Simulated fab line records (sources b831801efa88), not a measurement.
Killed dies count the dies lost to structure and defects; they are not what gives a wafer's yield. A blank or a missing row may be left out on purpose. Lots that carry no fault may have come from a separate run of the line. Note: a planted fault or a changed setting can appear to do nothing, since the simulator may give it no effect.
Which tool was responsible? || flow sky130 || Sampling: 12 lots, 36 wafers, 4 of 708 route steps

WHAT THE GAUGES READ, wafer by wafer
SKY_SONOS_ONO_THK_MEAS_05. Usual: SONOS_ONO_CVD_04_THK gives 5.66 nm (standard deviation 0.12).
{"lot": "L394", "measured": "day 11 12:38", "on": "filmMetro-04", "SONOS_ONO_CVD_04_THK (nm)": "5.75 5.63 5.68", "flag": ""}
{"lot": "L395", "measured": "day 11 23:43", "on": "filmMetro-04", "SONOS_ONO_CVD_04_THK (nm)": "5.75 5.78 5.70", "flag": ""}
{"lot": "L397", "measured": "day 12 15:04", "on": "filmMetro-02", "SONOS_ONO_CVD_04_THK (nm)": "5.49 5.48 5.50", "flag": ""}
{"lot": "L398", "measured": "day 12 23:14", "on": "filmMetro-01", "SONOS_ONO_CVD_04_THK (nm)": "5.72 5.76 5.76", "flag": ""}
{"lot": "L405", "measured": "day 15 07:41", "on": "filmMetro-04", "SONOS_ONO_CVD_04_THK (nm)": "5.61 5.69 5.61", "flag": ""}
{"lot": "L408", "measured": "day 16 05:13", "on": "filmMetro-02", "SONOS_ONO_CVD_04_THK (nm)": "5.84 5.80 5.73", "flag": ""}
{"lot": "L409", "measured": "day 16 12:39", "on": "filmMetro-02", "SONOS_ONO_CVD_04_THK (nm)": "5.67 5.71 5.78", "flag": ""}
{"lot": "L411", "measured": "day 17 04:31", "on": "filmMetro-01", "SONOS_ONO_CVD_04_THK (nm)": "5.66 5.61 5.57", "flag": ""}
{"lot": "L413", "measured": "day 17 21:07", "on": "filmMetro-02", "SONOS_ONO_CVD_04_THK (nm)": "5.80 5.75 5.72", "flag": ""}
{"lot": "L414", "measured": "day 18 01:58", "on": "filmMetro-02", "SONOS_ONO_CVD_04_THK (nm)": "5.71 5.74 5.60", "flag": ""}
{"lot": "L415", "measured": "day 18 13:23", "on": "filmMetro-02", "SONOS_ONO_CVD_04_THK (nm)": "5.67 5.64 5.68", "flag": ""}
{"lot": "L416", "measured": "day 18 19:13", "on": "filmMetro-04", "SONOS_ONO_CVD_04_THK (nm)": "5.70 5.61 5.71", "flag": ""}

SKY_POLY_GATE_CD_MEAS_22. Usual: 150.2 nm for cdNm, sd 2.1.
{"lot": "L394", "measured": "day 16 04:43", "on": "cdSem-01", "cdNm (nm)": "151.8 146.3 151.0", "flag": ""}
{"lot": "L395", "measured": "day 16 19:46", "on": "cdSem-01", "cdNm (nm)": "151.3 148.1 151.0", "flag": ""}
{"lot": "L397", "measured": "day 17 15:13", "on": "cdSem-01", "cdNm (nm)": "150.9 154.0 150.5", "flag": ""}
{"lot": "L398", "measured": "day 18 06:31", "on": "cdSem-01", "cdNm (nm)": "151.0 153.1 153.9", "flag": ""}
{"lot": "L405", "measured": "day 20 18:47", "on": "cdSem-02", "cdNm (nm)": "148.6 151.7 148.2", "flag": ""}
{"lot": "L408", "measured": "day 21 16:50", "on": "cdSem-01", "cdNm (nm)": "148.8 150.0 148.1", "flag": ""}
{"lot": "L409", "measured": "day 22 03:40", "on": "cdSem-01", "cdNm (nm)": "148.8 151.1 150.1", "flag": ""}
{"lot": "L411", "measured": "day 22 17:23", "on": "cdSem-01", "cdNm (nm)": "154.2 149.3 153.6", "flag": ""}
{"lot": "L413", "measured": "day 23 13:18", "on": "cdSem-02", "cdNm (nm)": "152.0 152.5 149.5", "flag": ""}
{"lot": "L414", "measured": "day 23 16:34", "on": "cdSem-01", "cdNm (nm)": "148.5 148.9 147.6", "flag": ""}
{"lot": "L415", "measured": "day 24 05:11", "on": "cdSem-02", "cdNm (nm)": "149.6 150.7 151.4", "flag": ""}
{"lot": "L416", "measured": "day 24 08:39", "on": "cdSem-02", "cdNm (nm)": "149.9 151.3 150.8", "flag": ""}

EACH LOT AND THE TOOL THAT RAN IT (in order: tool; ch and the chambers of the sampled wafers; start)
{"lot": "L394", "SKY_SONOS_ONO_ETCH_15": "rieDiel-02 ch 1,2, day 12 11:58", "SKY_POLY_GATE_STRIP_18": "plasmaAsher-04 ch 0,1, day 16 00:56"}
{"lot": "L395", "SKY_SONOS_ONO_ETCH_15": "rieDiel-01 ch 0,1,2, day 12 23:37", "SKY_POLY_GATE_STRIP_18": "plasmaAsher-04 ch 1, day 16 17:00"}
{"lot": "L397", "SKY_SONOS_ONO_ETCH_15": "rieDiel-01 ch 0,1,2, day 13 16:25", "SKY_POLY_GATE_STRIP_18": "plasmaAsher-03 ch 0, day 17 12:38"}
{"lot": "L398", "SKY_SONOS_ONO_ETCH_15": "rieDiel-02 ch 0,3, day 14 00:31", "SKY_POLY_GATE_STRIP_18": "plasmaAsher-04 ch 0,1, day 18 04:40"}
{"lot": "L405", "SKY_SONOS_ONO_ETCH_15": "rieDiel-04 ch 1,2,3, day 16 11:13", "SKY_POLY_GATE_STRIP_18": "plasmaAsher-04 ch 0,1, day 20 17:18"}
{"lot": "L408", "SKY_SONOS_ONO_ETCH_15": "rieDiel-04 ch 1,3, day 17 09:43", "SKY_POLY_GATE_STRIP_18": "plasmaAsher-03 ch 1, day 21 15:21"}
{"lot": "L409", "SKY_SONOS_ONO_ETCH_15": "rieDiel-01 ch 0,3, day 17 18:10", "SKY_POLY_GATE_STRIP_18": "plasmaAsher-03 ch 0,1, day 22 02:11"}
{"lot": "L411", "SKY_SONOS_ONO_ETCH_15": "rieDiel-02 ch 0,1,3, day 18 10:13", "SKY_POLY_GATE_STRIP_18": "plasmaAsher-03 ch 0,1, day 22 15:54"}
{"lot": "L413", "SKY_SONOS_ONO_ETCH_15": "rieDiel-04 ch 1,2,3, day 19 03:58", "SKY_POLY_GATE_STRIP_18": "plasmaAsher-03 ch 0,1, day 23 11:24"}
{"lot": "L414", "SKY_SONOS_ONO_ETCH_15": "rieDiel-01 ch 0,1, day 19 08:58", "SKY_POLY_GATE_STRIP_18": "plasmaAsher-01 ch 0,1, day 23 15:06"}
{"lot": "L415", "SKY_SONOS_ONO_ETCH_15": "rieDiel-02 ch 0,1,2, day 19 20:52", "SKY_POLY_GATE_STRIP_18": "plasmaAsher-01 ch 0, day 24 03:41"}
{"lot": "L416", "SKY_SONOS_ONO_ETCH_15": "rieDiel-04 ch 0,2,3, day 20 02:34", "SKY_POLY_GATE_STRIP_18": "plasmaAsher-04 ch 0,1, day 24 07:11"}
- SKY_SONOS_ONO_ETCH_15: etches the open film in CHF3/O2, target depth 19.52 nm, time 7.8 s.
- SKY_POLY_GATE_STRIP_18: strips in O2/N2.

AS READ BY THE TOOLS THEMSELVES (means over the sampled wafers that have a number; for cases with no such wafer, the mark the record gives instead)
SKY_SONOS_ONO_ETCH_15. Usual: drypumpMotorCurrentA 5.9 A, standard deviation 0.39; oesProductAu 1.003 a.u., standard deviation 0.012; rfFwdPowerW 590.6 W, standard deviation 2.7; throttleValvePct 8.825 %, standard deviation 0.0096.
{"lot": "L394", "tool": "rieDiel-02", "drypumpMotorCurrentA (A)": 5.5, "oesProductAu (a.u.)": 0.995, "rfFwdPowerW (W)": 593.7, "throttleValvePct (%)": 8.828, "flag": ""}
{"lot": "L395", "tool": "rieDiel-01", "drypumpMotorCurrentA (A)": 5.8, "oesProductAu (a.u.)": 1.016, "rfFwdPowerW (W)": 590.8, "throttleValvePct (%)": 8.817, "flag": ""}
{"lot": "L397", "tool": "rieDiel-01", "drypumpMotorCurrentA (A)": 5.8, "oesProductAu (a.u.)": 1.016, "rfFwdPowerW (W)": 590.2, "throttleValvePct (%)": 8.824, "flag": ""}
{"lot": "L398", "tool": "rieDiel-02", "drypumpMotorCurrentA (A)": 6.0, "oesProductAu (a.u.)": 0.995, "rfFwdPowerW (W)": 591.8, "throttleValvePct (%)": 8.823, "flag": ""}
{"lot": "L405", "tool": "rieDiel-04", "drypumpMotorCurrentA (A)": 5.9, "oesProductAu (a.u.)": 1.013, "rfFwdPowerW (W)": 588.5, "throttleValvePct (%)": 8.823, "flag": ""}
{"lot": "L408", "tool": "rieDiel-04", "drypumpMotorCurrentA (A)": 5.7, "oesProductAu (a.u.)": 1.000, "rfFwdPowerW (W)": 586.9, "throttleValvePct (%)": 8.820, "flag": ""}
{"lot": "L409", "tool": "rieDiel-01", "drypumpMotorCurrentA (A)": 6.1, "oesProductAu (a.u.)": 0.994, "rfFwdPowerW (W)": 592.3, "throttleValvePct (%)": 8.832, "flag": ""}
{"lot": "L411", "tool": "rieDiel-02", "drypumpMotorCurrentA (A)": 5.8, "oesProductAu (a.u.)": 0.990, "rfFwdPowerW (W)": 590.0, "throttleValvePct (%)": 8.828, "flag": ""}
{"lot": "L413", "tool": "rieDiel-04", "drypumpMotorCurrentA (A)": 5.9, "oesProductAu (a.u.)": 1.012, "rfFwdPowerW (W)": 590.8, "throttleValvePct (%)": 8.819, "flag": ""}
{"lot": "L414", "tool": "rieDiel-01", "drypumpMotorCurrentA (A)": 5.6, "oesProductAu (a.u.)": 1.016, "rfFwdPowerW (W)": 592.0, "throttleValvePct (%)": 8.828, "flag": ""}
{"lot": "L415", "tool": "rieDiel-02", "drypumpMotorCurrentA (A)": 5.6, "oesProductAu (a.u.)": 0.994, "rfFwdPowerW (W)": 591.6, "throttleValvePct (%)": 8.821, "flag": ""}
{"lot": "L416", "tool": "rieDiel-04", "drypumpMotorCurrentA (A)": 5.8, "oesProductAu (a.u.)": 1.005, "rfFwdPowerW (W)": 591.3, "throttleValvePct (%)": 8.824, "flag": ""}

SKY_POLY_GATE_STRIP_18. Usual: chamberPressureMTorr 1500.1 mTorr, standard deviation 1.4; drypumpMotorCurrentA 5.8 A, standard deviation 0.38; oesProductAu 0.361 a.u., standard deviation 0.0046; stripTimeToEndpointS 3.16 s, standard deviation 0.042.
{"lot": "L394", "tool": "plasmaAsher-04", "chamberPressureMTorr (mTorr)": 1499.6, "drypumpMotorCurrentA (A)": 5.8, "oesProductAu (a.u.)": 0.367, "stripTimeToEndpointS (s)": 3.20, "flag": ""}
{"lot": "L395", "tool": "plasmaAsher-04", "chamberPressureMTorr (mTorr)": 1500.7, "drypumpMotorCurrentA (A)": 6.0, "oesProductAu (a.u.)": 0.362, "stripTimeToEndpointS (s)": 3.18, "flag": ""}
{"lot": "L397", "tool": "plasmaAsher-03", "chamberPressureMTorr (mTorr)": 1499.7, "drypumpMotorCurrentA (A)": 5.1, "oesProductAu (a.u.)": 0.364, "stripTimeToEndpointS (s)": 3.23, "flag": ""}
{"lot": "L398", "tool": "plasmaAsher-04", "chamberPressureMTorr (mTorr)": 1501.2, "drypumpMotorCurrentA (A)": 5.8, "oesProductAu (a.u.)": 0.364, "stripTimeToEndpointS (s)": 3.15, "flag": ""}
{"lot": "L405", "tool": "plasmaAsher-04", "chamberPressureMTorr (mTorr)": 1499.9, "drypumpMotorCurrentA (A)": 5.8, "oesProductAu (a.u.)": 0.364, "stripTimeToEndpointS (s)": 3.17, "flag": ""}
{"lot": "L408", "tool": "plasmaAsher-03", "chamberPressureMTorr (mTorr)": "-", "drypumpMotorCurrentA (A)": "-", "oesProductAu (a.u.)": "-", "stripTimeToEndpointS (s)": "-", "flag": "OFF"}
{"lot": "L409", "tool": "plasmaAsher-03", "chamberPressureMTorr (mTorr)": "-", "drypumpMotorCurrentA (A)": "-", "oesProductAu (a.u.)": "-", "stripTimeToEndpointS (s)": "-", "flag": "OFF"}
{"lot": "L411", "tool": "plasmaAsher-03", "chamberPressureMTorr (mTorr)": 1500.1, "drypumpMotorCurrentA (A)": 5.4, "oesProductAu (a.u.)": 0.354, "stripTimeToEndpointS (s)": 3.11, "flag": ""}
{"lot": "L413", "tool": "plasmaAsher-03", "chamberPressureMTorr (mTorr)": 1500.7, "drypumpMotorCurrentA (A)": 5.7, "oesProductAu (a.u.)": 0.360, "stripTimeToEndpointS (s)": 3.14, "flag": ""}
{"lot": "L414", "tool": "plasmaAsher-01", "chamberPressureMTorr (mTorr)": 1499.2, "drypumpMotorCurrentA (A)": 6.1, "oesProductAu (a.u.)": 0.358, "stripTimeToEndpointS (s)": 3.15, "flag": ""}
{"lot": "L415", "tool": "plasmaAsher-01", "chamberPressureMTorr (mTorr)": 1500.4, "drypumpMotorCurrentA (A)": 6.4, "oesProductAu (a.u.)": 0.361, "stripTimeToEndpointS (s)": 3.11, "flag": ""}
{"lot": "L416", "tool": "plasmaAsher-04", "chamberPressureMTorr (mTorr)": 1500.2, "drypumpMotorCurrentA (A)": 5.7, "oesProductAu (a.u.)": 0.362, "stripTimeToEndpointS (s)": 3.20, "flag": ""}

THE ANSWER, worked out from the rows above alone
Rule: a lot is off if the mean of its wafers that have a number lies more than 3 standard deviations from the usual mean. A lot without any number at a reading at which 4 lots or more have one is off too. The other lots that the step has rows for count as sound. After the gauges, taken in route order, come the tools' own readings; for these a lot's mean is taken, as printed above. At the first step where some lot is off, the reading lying furthest off is the one used; lots without a number count as furthest.
Off: L408, L409, at SKY_POLY_GATE_STRIP_18 (chamberPressureMTorr). Without a number there: L408, L409.
A tool fits if, at that step or a process step before it, it ran every lot that is off, and no sound lot after the first of them. No candidate that was tried fits.

WHAT THE SIMULATOR HAD PUT IN
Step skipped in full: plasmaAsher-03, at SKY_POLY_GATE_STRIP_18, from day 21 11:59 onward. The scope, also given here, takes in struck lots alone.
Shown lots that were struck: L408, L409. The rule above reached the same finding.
